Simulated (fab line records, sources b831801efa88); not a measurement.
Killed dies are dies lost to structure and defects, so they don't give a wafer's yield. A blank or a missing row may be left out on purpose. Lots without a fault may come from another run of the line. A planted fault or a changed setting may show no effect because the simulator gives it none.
Chamber matching | flow sky130 | SKY_CAPM_CVD_00 on pecvd-02: 3 sister chambers
The step deposits SiO2, target thk 15.5 nm. 3 wafers are shown with their chamber, then 11 later ones without.

WAFERS WITH THEIR CHAMBER
wafer  | chamber | heater_power_w (W)
L090.5 | 2       | 914
L090.6 | 1       | 642
L091.2 | 0       | 702

WAFERS WITHOUT THEIR CHAMBER
wafer  | heater_power_w (W)
L091.3 | 713
L091.6 | 712
L093.1 | 650
L093.3 | 735
L093.4 | 632
L096.2 | 658
L096.4 | 938
L096.5 | 676
L097.2 | 655
L097.5 | 769
L097.6 | 971

WHICH CHAMBER EACH WENT THROUGH
wafer  | from the rows above     | in truth
L091.3 | can't be placed: 0 or 1 | 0
L091.6 | can't be placed: 0 or 1 | 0
L093.1 | can't be placed: 1 or 0 | 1
L093.3 | can't be placed: 0 or 1 | 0
L093.4 | can't be placed: 1 or 0 | 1
L096.2 | can't be placed: 1 or 0 | 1
L096.4 | 2                       | 2
L096.5 | can't be placed: 0 or 1 | 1
L097.2 | can't be placed: 1 or 0 | 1
L097.5 | can't be placed: 0 or 1 | 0
L097.6 | 2                       | 2
Placed correctly: 2 of 11. Can't be placed from these rows: 9 (the true chamber is among the candidates in 9). Placed wrongly: 0.
How it was worked out, from the rows above alone: a wafer's distance from a chamber is the root of the sum, over the readings, of the square of ((its reading less the chamber's mean) divided by the reading's scatter). The wafer belongs to the nearest chamber; if the next one is less than 2 further off, it can't be placed. A chamber's mean is the mean of its shown wafers. The scatter: with one shown wafer a chamber, the root of the mean of the squares of how far each hidden wafer lies from its nearest shown one.
